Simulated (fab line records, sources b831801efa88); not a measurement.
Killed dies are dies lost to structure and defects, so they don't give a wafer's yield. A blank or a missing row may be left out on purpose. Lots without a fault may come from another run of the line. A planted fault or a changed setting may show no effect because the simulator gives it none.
One fault seen from 2 desks | flow gf180mcu | each desk has only its own numbers; what lay behind them comes last

THE TOOL OWNER'S DESK: litho_track-03
The tool's own readings at GF_MVSD_COAT_02 (resist thk 3000 nm): means of the sampled wafers that have a number, for each lot that ran on this tool. A lot is out of limits, marked OUT, if its mean lies more than 4 standard deviations from the usual mean; the brackets give that distance.
Columns: A = resist_line_temp_C at GF_MVSD_COAT_02, usual 22.98 C
lot  | first seen here | A
L381 | day 5 06:06     | 23.06
L383 | day 5 17:17     | 23.09
L389 | day 7 09:44     | 22.98
L391 | day 7 16:54     | 22.90
This desk's finding: nothing out of limits on any of the 4 lots.

THE METROLOGY DESK
What the gauges read, lot by lot, whatever tool the lot ran on: means of the sampled wafers that have a number. A lot is out of limits, marked OUT, if its mean lies more than 4 standard deviations from the usual mean; the brackets give that distance.
Columns: A = cd_nm at GF_POLY_GATE_CD_MEAS_10, usual 280.4 nm; B = SALICIDE_TIN_THK at GF_SALICIDE_THK_MEAS_05, usual 20.04 nm
lot  | first seen here | A     | B
L376 | day 9 04:09     | 280.2 | 20.02
L377 | day 9 09:17     | 280.3 | 19.99
L379 | day 10 00:35    | 279.3 | 19.85
L380 | day 10 08:12    | 279.1 | 20.18
L381 | day 10 11:34    | 280.7 | 19.63
L383 | day 11 02:46    | 278.9 | 20.18
L385 | day 11 19:09    | 279.5 | 20.01
L389 | day 13 05:53    | 279.9 | 19.89
L391 | day 13 13:30    | 280.6 | 19.85
L394 | day 14 11:37    | 281.1 | 20.23
L395 | day 14 20:49    | 281.5 | 20.26
L397 | day 15 13:51    | 280.2 | 20.05
L399 | day 16 01:16    | 280.8 | 19.80
This desk's finding: nothing out of limits on any of the 13 lots.

PUT TOGETHER
The tool owner's desk saw nothing out of limits.
The metrology desk saw nothing out of limits.

WHAT THE SIMULATOR HAD PUT IN
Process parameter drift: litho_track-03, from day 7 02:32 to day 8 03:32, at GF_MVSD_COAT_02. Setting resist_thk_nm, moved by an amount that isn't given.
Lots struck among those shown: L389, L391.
